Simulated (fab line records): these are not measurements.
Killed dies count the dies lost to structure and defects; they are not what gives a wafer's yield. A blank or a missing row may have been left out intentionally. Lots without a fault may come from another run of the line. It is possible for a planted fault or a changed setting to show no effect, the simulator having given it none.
Struck lot and sound lot, side by side / flow sfqLine / 41 steps out of a route of 325
Sound: these wafers, L937.1, L937.3, L937.5. Wafers struck: L944.3, L944.4, L944.5. Last of all comes the cause.
Order at every step that has rows: each side's tool, ch and its chambers, its first start. Under that, the readings that differ: sound wafers / struck wafers / difference of the means / sigmas: that difference in standard deviations of wafers without a fault.
alike: readings with means less than 2 such deviations apart, plus words and numbers identical on both sides. not compared: withheld readings, readings lacking a value on some wafer, bounds such as >300 that could conceal the same value, and numbers that have no deviation in the record and whose values overlap.
A row with sigmas, a row that says differs or no value, or rows on one side alone: a step with any of these is where the two part. Numbers that have no deviation but don't overlap get no sigmas and don't part them. A reading missing from all wafers of one side parts the sides only when that side holds two or more wafers.

first, 6 steps without rows for these wafers: SFQ_TRILAYER_M7_LITHO_COAT_182 (resist thk 62 nm); SFQ_TRILAYER_M7_LITHO_COAT_177 (resist thk 600 nm); SFQ_TRILAYER_M7_LITHO_SOFTBAKE_181; SFQ_TRILAYER_M7_LITHO_EXPOSE_178 (exposes mask M7, target cd 500 nm); SFQ_TRILAYER_M7_LITHO_PEB_180 (peb time 60 s); SFQ_TRILAYER_M7_LITHO_DEVELOP_179 (time 60 s).
SFQ_M7_OVL_MEAS_945:
  sound on overlay-02, day 84 17:37; struck on overlay-01, day 85 23:47
  alike: M7_OVL
SFQ_TRILAYER_M7_BARC_OPEN_METAL_ETCH_229: etches BARC in O2, target depth 125 nm, time 41.7 s.
  sound on rieMetal-01 ch 0,1, day 84 17:40; struck on rieMetal-01 ch 0,1, day 85 23:50
  alike: drypumpMotorCurrentA, oesProductAu
  not compared: rfHoursCounterH
then, 1 step without rows for these wafers: SFQ_TRILAYER_M7_ETCH_METAL_ETCH_180 (etches Nb in Cl2/Ar, stops on SiO2, target depth 240 nm, time 120 s).
SFQ_TRILAYER_M7_STRIP_STRIP_181: strips in O2.
  sound on rieMetal-01 ch 0,1, day 84 17:51; struck on rieMetal-01 ch 0,1, day 86 00:12
  alike: drypumpMotorCurrentA, oesProductAu
  not compared: rfHoursCounterH
then, 1 step without rows for these wafers: SFQ_TRILAYER_M7_STRIP_SOLV_CLEAN_182 (cleans in NMP, time 600 s).
SFQ_TRILAYER_I7_DEP_PECVD_183: deposits SiO2 from SiH4/N2O, time 111.11 s, target thk 500 nm.
  sound on pecvd-01 ch 0,2, day 84 18:37; struck on pecvd-04 ch 1,2, day 86 00:46
  no value came back on the struck wafers for chamberPressureTorr (Torr), heaterPowerOuterW (W), heaterPowerW (W), throttleValvePct (%); on the sound wafers chamberPressureTorr (Torr) reads 2.399 2.399 2.406
SFQ_TRILAYER_I7_CMP_CMP_184: polishes SiO2.
  sound on cmp-01 ch 0,3, day 85 00:17; struck on cmp-01 ch 0,1,2, day 86 07:17
reading=timeToEndpointS (s); sound=207 209 216; struck=- - -; difference=no value on the struck wafers; sigmas=
  alike: motorCurrentA
SFQ_I7_BOW_MEAS_946:
  sound on filmMetro-04, day 85 03:17; struck on filmMetro-04, day 86 09:19
  alike: I7_BOW
SFQ_TRILAYER_I7_METRO_MEASURE_185:
  sound on filmMetro-04, day 85 03:24; struck on filmMetro-04, day 86 09:48
then, 6 steps without rows for these wafers: SFQ_TRILAYER_I7_VIA_LITHO_COAT_192 (resist thk 62 nm); SFQ_TRILAYER_I7_VIA_LITHO_COAT_187 (resist thk 650 nm); SFQ_TRILAYER_I7_VIA_LITHO_SOFTBAKE_191; SFQ_TRILAYER_I7_VIA_LITHO_EXPOSE_188 (exposes mask I7, target cd 1000 nm); SFQ_TRILAYER_I7_VIA_LITHO_PEB_190 (peb time 60 s); SFQ_TRILAYER_I7_VIA_LITHO_DEVELOP_189 (time 60 s).
-- the record jumps here: 3 days lie between the struck wafers' starts before and after --
SFQ_I7_OVL_MEAS_947:
  sound on overlay-02, day 88 04:21; struck on overlay-01, day 89 17:34
  alike: I7_OVL
SFQ_TRILAYER_I7_VIA_BARC_OPEN_VIA_ETCH_260: etches BARC in O2, target depth 125 nm, time 41.7 s.
  sound on rieDiel-02 ch 1,3, day 88 04:23; struck on rieDiel-03 ch 1,2,3, day 89 17:35
  alike: drypumpMotorCurrentA, oesProductAu
  not compared: rfHoursCounterH
SFQ_TRILAYER_I7_VIA_ETCH_VIA_ETCH_190: etches SiO2 in CHF3, stops on Nb, target depth 260 nm.
  sound on rieDiel-02 ch 1,3, day 88 04:26; struck on rieDiel-03 ch 1,2,3, day 89 17:38
reading=oesProductAu (a.u.); sound=0.849 0.852 0.852; struck=0.382 0.377 0.382; difference=-0.471; sigmas=-84
reading=model.etch.depthNm (nm); sound=198.9 199.2 199.5; struck=0 0 0; difference=-199; sigmas=
  alike: drypumpMotorCurrentA
SFQ_TRILAYER_I7_VIA_STRIP_STRIP_191: strips in O2.
  sound on rieMetal-01 ch 0,1, day 88 04:32; struck on rieMetal-03 ch 0,1, day 89 17:56
  alike: drypumpMotorCurrentA, oesProductAu
  not compared: rfHoursCounterH
then, 5 steps without rows for these wafers: SFQ_TRILAYER_I7_VIA_STRIP_SOLV_CLEAN_192 (cleans in NMP, time 600 s); SFQ_TRILAYER_M8_LITHO_LOR_COAT_197; SFQ_TRILAYER_M8_LITHO_LOR_BAKE_198; SFQ_TRILAYER_M8_LITHO_COAT_193 (resist thk 600 nm); SFQ_TRILAYER_M8_LITHO_SOFTBAKE_199.
SFQ_TRILAYER_M8_LITHO_EXPOSE_194: exposes mask M8, target cd 2000 nm.
  struck on krfScanner-01, day 89 20:56; sound on krfScanner-02 ch 0, day 88 06:37
  no value came back on the struck wafers for exposureDoseMJCm2, focusOffsetNm (nm); on the sound wafers exposureDoseMJCm2 reads 14.417 14.403 14.394
  alike: mask
then, 2 steps without rows for these wafers: SFQ_TRILAYER_M8_LITHO_PEB_196 (peb time 60 s); SFQ_TRILAYER_M8_LITHO_DEVELOP_195 (img clear 15 s, time 55 s).
SFQ_M8_OVL_MEAS_948:
  sound on overlay-02, day 88 08:07; struck on overlay-01, day 89 22:02
reading=M8_OVL (nm); sound=-12 -8 -5; struck=- - -; difference=no value on the struck wafers; sigmas=
then, 3 steps without rows for these wafers: SFQ_TRILAYER_M8_DEP_EVAP_197 (material Ti, target thk 20 nm, time 100 s); SFQ_TRILAYER_M8_DEP_EVAP_198 (material Pt, target thk 50 nm, time 250 s); SFQ_TRILAYER_M8_DEP_EVAP_196 (material Au, target thk 180 nm, time 900 s).
SFQ_M8_RS_MEAS_949: uses a four-point probe to measure.
  sound on filmMetro-01, day 88 08:53; struck on filmMetro-01, day 89 22:50
  alike: M8_AU_RS
SFQ_M8_THK_MEAS_950: measures by xrf.
  sound on filmMetro-01, day 88 09:01; struck on filmMetro-01, day 89 22:56
  alike: M8_AU_THK
then, 1 step without rows for these wafers: SFQ_TRILAYER_M8_LIFTOFF_LIFTOFF_197 (chemistry NMP, time 600 s).
SFQ_M8_BOW_MEAS_951:
  sound on filmMetro-03, day 88 09:14; struck on filmMetro-03, day 89 23:12
reading=model.etest.m8.ohmSq; sound=0.1533 0.1514 0.1542; struck=1e+06 1e+06 1e+06; difference=+1e+06; sigmas=
reading=model.etest.i7.linkOhm; sound=1.048 1.05 1.045; struck=1e+06 1e+06 1e+06; difference=+1e+06; sigmas=
  alike: M8_BOW

WHERE THEY PART
First at SFQ_TRILAYER_I7_DEP_PECVD_183; last, within this record, at SFQ_M8_OVL_MEAS_948. Later steps at which nothing parts them and some readings are alike: SFQ_M8_RS_MEAS_949, SFQ_M8_THK_MEAS_950, SFQ_M8_BOW_MEAS_951.

WHY: what had been put in by the simulator
At SFQ_TRILAYER_I7_DEP_PECVD_183, the step was skipped entirely on pecvd-04 from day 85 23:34 on. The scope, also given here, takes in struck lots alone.
